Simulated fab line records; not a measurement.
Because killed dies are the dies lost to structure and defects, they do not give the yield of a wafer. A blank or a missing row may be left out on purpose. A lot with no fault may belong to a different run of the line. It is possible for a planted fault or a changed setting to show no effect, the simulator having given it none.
Which tool did it? :: flow sky130 :: Sampling: 14 lots, 42 wafers, 4 of 708 route steps

## WHAT EACH GAUGE READ, for each wafer
SKY_SD_N_RS_MEAS_18: the measuring method here is four-point-probe. Usual: RES_XHIGH_RS 329.8 ohm/sq, standard deviation 1.3.
lot: L355
measured: day 27 18:13
on: film metro-03
RES_XHIGH_RS (ohm/sq): 329.7 329.2 328.9
flag: 

lot: L356
measured: day 28 14:11
on: film metro-03
RES_XHIGH_RS (ohm/sq): 330.8 329.6 330.0
flag: 

lot: L357
measured: day 28 21:22
on: film metro-03
RES_XHIGH_RS (ohm/sq): 330.0 328.8 329.3
flag: 

lot: L359
measured: day 29 16:31
on: film metro-04
RES_XHIGH_RS (ohm/sq): 331.3 330.4 329.6
flag: 

lot: L360
measured: day 29 23:27
on: film metro-02
RES_XHIGH_RS (ohm/sq): 327.6 327.3 328.0
flag: 

lot: L362
measured: day 30 07:17
on: film metro-02
RES_XHIGH_RS (ohm/sq): 328.2 330.3 331.1
flag: 

lot: L367
measured: day 32 00:28
on: film metro-02
RES_XHIGH_RS (ohm/sq): 331.5 330.7 331.5
flag: 

lot: L366
measured: day 32 07:05
on: film metro-03
RES_XHIGH_RS (ohm/sq): 329.6 328.5 329.2
flag: 

lot: L371
measured: day 35 01:04
on: film metro-02
RES_XHIGH_RS (ohm/sq): 331.6 330.2 329.9
flag: 

lot: L373
measured: day 35 01:38
on: film metro-04
RES_XHIGH_RS (ohm/sq): 330.0 329.2 330.1
flag: 

lot: L375
measured: day 35 02:10
on: film metro-02
RES_XHIGH_RS (ohm/sq): 327.8 327.0 326.8
flag: 

lot: L374
measured: day 35 03:41
on: film metro-03
RES_XHIGH_RS (ohm/sq): 330.4 330.0 329.4
flag: 

lot: L377
measured: day 35 05:22
on: film metro-04
RES_XHIGH_RS (ohm/sq): 328.9 328.0 329.1
flag: 

lot: L376
measured: day 35 09:07
on: film metro-03
RES_XHIGH_RS (ohm/sq): 328.5 328.1 328.4
flag: 

SKY_LI_CONTACT_CD_MEAS_12: target cd 170 nm. Usual: 169.6 nm for cd nm, sd 1.5.
lot: L355
measured: day 28 23:07
on: cd sem-01
cd nm (nm): 167.0 167.1 167.8
flag: 

lot: L356
measured: day 29 18:05
on: cd sem-01
cd nm (nm): 168.6 167.9 168.9
flag: 

lot: L357
measured: day 30 01:47
on: cd sem-02
cd nm (nm): 170.8 171.2 171.1
flag: 

lot: L359
measured: day 30 18:11
on: cd sem-01
cd nm (nm): 171.3 169.8 170.8
flag: 

lot: L360
measured: day 31 03:23
on: cd sem-01
cd nm (nm): 169.2 170.5 171.3
flag: 

lot: L362
measured: day 31 11:07
on: cd sem-01
cd nm (nm): 168.8 167.0 167.0
flag: 

lot: L367
measured: day 33 03:53
on: cd sem-01
cd nm (nm): 169.0 169.6 168.2
flag: 

lot: L366
measured: day 33 11:02
on: cd sem-02
cd nm (nm): 169.1 169.0 168.5
flag: 

lot: L371
measured: day 36 04:31
on: cd sem-01
cd nm (nm): 169.0 169.3 169.6
flag: 

lot: L373
measured: day 36 04:52
on: cd sem-01
cd nm (nm): 168.6 168.0 168.5
flag: 

lot: L375
measured: day 36 05:52
on: cd sem-02
cd nm (nm): 171.9 171.5 169.4
flag: 

lot: L374
measured: day 36 07:05
on: cd sem-02
cd nm (nm): 168.1 168.2 168.2
flag: 

lot: L377
measured: day 36 08:41
on: cd sem-01
cd nm (nm): 168.9 169.8 167.6
flag: 

lot: L376
measured: day 36 12:29
on: cd sem-01
cd nm (nm): 169.8 170.0 168.8
flag: 

SKY_LI_CONTACT_THK_MEAS_23: measures by xrf. Usual: LI_CONTACT_W_THK 414 nm, standard deviation 8.
lot: L355
measured: day 29 00:05
on: film metro-03
LI_CONTACT_W_THK (nm): 412 417 414
flag: 

lot: L356
measured: day 29 19:02
on: film metro-03
LI_CONTACT_W_THK (nm): 413 419 421
flag: 

lot: L357
measured: day 30 02:45
on: film metro-02
LI_CONTACT_W_THK (nm): 417 410 415
flag: 

lot: L359
measured: day 30 19:09
on: film metro-02
LI_CONTACT_W_THK (nm): 416 412 396
flag: 

lot: L360
measured: day 31 04:21
on: film metro-04
LI_CONTACT_W_THK (nm): 415 429 426
flag: 

lot: L362
measured: day 31 12:05
on: film metro-04
LI_CONTACT_W_THK (nm): 410 429 427
flag: 

lot: L367
measured: day 33 04:53
on: film metro-03
LI_CONTACT_W_THK (nm): 429 414 409
flag: 

lot: L366
measured: day 33 12:01
on: film metro-02
LI_CONTACT_W_THK (nm): 416 417 401
flag: 

lot: L371
measured: day 36 05:30
on: film metro-04
LI_CONTACT_W_THK (nm): 410 408 414
flag: 

lot: L373
measured: day 36 05:51
on: film metro-04
LI_CONTACT_W_THK (nm): 424 423 420
flag: 

lot: L375
measured: day 36 06:52
on: film metro-02
LI_CONTACT_W_THK (nm): 410 400 401
flag: 

lot: L374
measured: day 36 08:05
on: film metro-03
LI_CONTACT_W_THK (nm): 414 416 423
flag: 

lot: L377
measured: day 36 09:44
on: film metro-04
LI_CONTACT_W_THK (nm): 415 409 416
flag: 

lot: L376
measured: day 36 13:30
on: film metro-03
LI_CONTACT_W_THK (nm): 425 408 427
flag: 

## WHAT TOOL EACH LOT RAN ON (gives the tool, then ch and the chambers of the sampled wafers, and finally the start)
lot: L355
SKY_LI_CONTACT_SPUTTER_20: pvd sputter-03, day 28 23:46

lot: L356
SKY_LI_CONTACT_SPUTTER_20: pvd sputter-03, day 29 18:44

lot: L357
SKY_LI_CONTACT_SPUTTER_20: pvd sputter-01, day 30 02:26

lot: L359
SKY_LI_CONTACT_SPUTTER_20: pvd sputter-01, day 30 18:50

lot: L360
SKY_LI_CONTACT_SPUTTER_20: pvd sputter-01, day 31 04:02

lot: L362
SKY_LI_CONTACT_SPUTTER_20: pvd sputter-04, day 31 11:46

lot: L367
SKY_LI_CONTACT_SPUTTER_20: pvd sputter-01, day 33 04:34

lot: L366
SKY_LI_CONTACT_SPUTTER_20: pvd sputter-01, day 33 11:41

lot: L371
SKY_LI_CONTACT_SPUTTER_20: pvd sputter-03, day 36 05:11

lot: L373
SKY_LI_CONTACT_SPUTTER_20: pvd sputter-01, day 36 05:32

lot: L375
SKY_LI_CONTACT_SPUTTER_20: pvd sputter-01, day 36 06:32

lot: L374
SKY_LI_CONTACT_SPUTTER_20: pvd sputter-03, day 36 07:46

lot: L377
SKY_LI_CONTACT_SPUTTER_20: pvd sputter-01, day 36 09:26

lot: L376
SKY_LI_CONTACT_SPUTTER_20: pvd sputter-03, day 36 13:11
- SKY_LI_CONTACT_SPUTTER_20: material TiN, target thk 20 nm, time 80 s.

## AS READ BY THE TOOLS THEMSELVES (means over the sampled wafers that have a number; for cases with no such wafer, the mark the record gives instead)
SKY_LI_CONTACT_SPUTTER_20. Usual: cathode dc power W 3999.9 W, standard deviation 0.75; throttle valve pct 29.7 %, standard deviation 1.4.
lot: L355
tool: pvd sputter-03
cathode dc power W (W): 3999.9
throttle valve pct (%): 29.3
flag: 

lot: L356
tool: pvd sputter-03
cathode dc power W (W): 3999.6
throttle valve pct (%): 29.2
flag: 

lot: L357
tool: pvd sputter-01
cathode dc power W (W): 3999.5
throttle valve pct (%): 30.3
flag: 

lot: L359
tool: pvd sputter-01
cathode dc power W (W): 3999.8
throttle valve pct (%): 31.0
flag: 

lot: L360
tool: pvd sputter-01
cathode dc power W (W): 3999.9
throttle valve pct (%): 30.2
flag: 

lot: L362
tool: pvd sputter-04
cathode dc power W (W): 4000.3
throttle valve pct (%): 29.8
flag: 

lot: L367
tool: pvd sputter-01
cathode dc power W (W): 3897.8
throttle valve pct (%): 30.1
flag: OFF

lot: L366
tool: pvd sputter-01
cathode dc power W (W): 3898.3
throttle valve pct (%): 31.2
flag: OFF

lot: L371
tool: pvd sputter-03
cathode dc power W (W): 3999.0
throttle valve pct (%): 28.0
flag: 

lot: L373
tool: pvd sputter-01
cathode dc power W (W): 3999.8
throttle valve pct (%): 31.7
flag: 

lot: L375
tool: pvd sputter-01
cathode dc power W (W): 3999.8
throttle valve pct (%): 30.8
flag: 

lot: L374
tool: pvd sputter-03
cathode dc power W (W): 3999.9
throttle valve pct (%): 27.9
flag: 

lot: L377
tool: pvd sputter-01
cathode dc power W (W): 3999.4
throttle valve pct (%): 29.7
flag: 

lot: L376
tool: pvd sputter-03
cathode dc power W (W): 3999.2
throttle valve pct (%): 28.7
flag: 

## THE ANSWER, worked out from the rows above alone
Rule: take the mean of a lot's wafers that have a number; if it is more than 3 standard deviations from the usual mean, the lot is off. A lot without any number at a reading at which 4 lots or more have one is off too. The other lots that the step has rows for count as sound. Order of review: gauges by route order, followed by the tools' own readings, for which a lot's mean as printed above is used. At the first step where some lot is off, the reading lying furthest off is the one used; lots without a number count as furthest.
Off, at SKY_LI_CONTACT_SPUTTER_20 on cathode dc power W: L367, L366.
If a tool, at that step or one of the process steps before it, ran each lot that is off and ran no sound lot following the first of them, it fits. Not one of the candidates tried fits.

## WHAT THE SIMULATOR HAD INSERTED
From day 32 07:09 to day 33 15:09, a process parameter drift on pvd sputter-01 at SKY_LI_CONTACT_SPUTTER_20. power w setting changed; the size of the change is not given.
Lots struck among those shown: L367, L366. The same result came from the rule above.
